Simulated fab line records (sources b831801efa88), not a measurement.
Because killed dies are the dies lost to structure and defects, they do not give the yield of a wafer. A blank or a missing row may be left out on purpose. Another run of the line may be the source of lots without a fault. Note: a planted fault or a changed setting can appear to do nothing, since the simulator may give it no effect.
Struck lot and sound lot, side by side / flow sky130 / 15 steps out of a route of 708
Sound: these wafers, L763.2, L763.4, L763.5. Struck: wafer L771.6 (left out: L771.1, L771.5 of the same lot, which were not struck); the cause appears at the end.
Per side, at each step with rows, come the tool, then ch with its chambers, and then its first start. Under that, the readings that differ: sound wafers / struck wafers / difference of the means / sigmas: that difference in standard deviations of wafers without a fault.
alike: a reading whose means differ by less than 2 such deviations, as well as words and numbers matching on both sides. not compared: withheld readings; readings where some wafer has no value; bounds like >300 that might hide an equal value; numbers whose values overlap and for which the record gives no deviation.
Wherever a step has rows on one side only, a row that says differs or no value, or a row with sigmas, the two part there. Numbers that don't overlap but have no deviation are shown without sigmas and don't part them. A reading that every wafer of one side lacks parts them only if that side has two wafers or more.

SKY_SPACER_THK_MEAS_01:
  sound: film metro-03 at day 24 09:05; struck: film metro-04 at day 27 21:14
  alike: SPACER_CVD_00_THK
SKY_SPACER_ETCHBACK_02: etches Si3N4 in CH3F/O2, stops on SiO2, time 46.7 s, target depth 45 nm.
  sound on rie diel-04 ch 1,2,3, day 24 09:08; struck on rie diel-03 ch 1, day 27 21:18
  alike: drypump motor current A, oes product au, throttle valve pct
  not compared: rf hours counter h
then, 8 steps without rows for these wafers: SKY_POLY_CUT_DEHYDRATE_00 (time 60 s); SKY_POLY_CUT_HMDS_01 (prime time 60 s); SKY_POLY_CUT_COAT_02 (resist thk 60 nm); SKY_POLY_CUT_COAT_03 (resist thk 450 nm); SKY_POLY_CUT_SOFTBAKE_04 (time 90 s); SKY_POLY_CUT_EXPOSE_05 (exposes mask NPCM, target cd 270 nm); SKY_POLY_CUT_PEB_06; SKY_POLY_CUT_DEVELOP_07 (develop time 60 s).
SKY_POLY_CUT_CD_MEAS_08: target cd 270 nm.
  sound: cd sem-01 at day 25 15:32; struck: cd sem-01 at day 29 01:26
  alike: cd nm
SKY_POLY_CUT_OVL_MEAS_09:
  sound: overlay-02 at day 25 15:38; struck: overlay-01 at day 29 01:33
  alike: POLY_CUT_OVL
SKY_POLY_CUT_ETCH_10: etches BARC in N2/H2, stops on SiO2, time 45.9 s, target depth 60 nm.
  sound on rie diel-04 ch 2,3, day 25 15:40; struck on rie diel-01 ch 0, day 29 01:35
reading=oes product au (a.u.); sound=0.850 0.855 0.850; struck=0.896; difference=+0.044; sigmas=+9
reading=run length s (s); sound=73.6 74.2 73.4; struck=70.9; difference=-2.8; sigmas=-5
  alike: drypump motor current A, n2 flow sccm, throttle valve pct
  not compared: rf hours counter h
SKY_POLY_CUT_ETCH_11: etches Si3N4 in CF4/CH2F2/Ar, stops on poly-Si, time 42.5 s, target depth 60 nm.
  sound on rie diel-04 ch 2,3, day 25 15:43; struck on rie diel-01 ch 0, day 29 01:38
  alike: drypump motor current A, oes product au, run length s, throttle valve pct
  not compared: rf hours counter h
-- the record jumps here: 20 days lie between the struck wafers' starts before and after (it left off in module POLY_CUT and takes up again in module PAD_OPEN, whose first step shown is number 708 of the route) --
SKY_PAD_OPEN_PROBE_99:
  sound: prober-02 at day 46 19:29; struck: prober-02 at day 49 03:38
  alike: killed_at_M0_to_M3, killed_at_M4_up, killed at contacts, killed at front end, killed at other, killed dies, killed on rim, killed open, killed short

## WHERE THEY PART
Only at SKY_POLY_CUT_ETCH_10, within this record. Later steps at which nothing parts them and some readings are alike: SKY_POLY_CUT_ETCH_11, SKY_PAD_OPEN_PROBE_99.

WHY: the cause the simulator had injected
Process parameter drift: rie diel-01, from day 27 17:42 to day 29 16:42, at SKY_POLY_CUT_ETCH_10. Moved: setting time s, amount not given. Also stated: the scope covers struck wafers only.
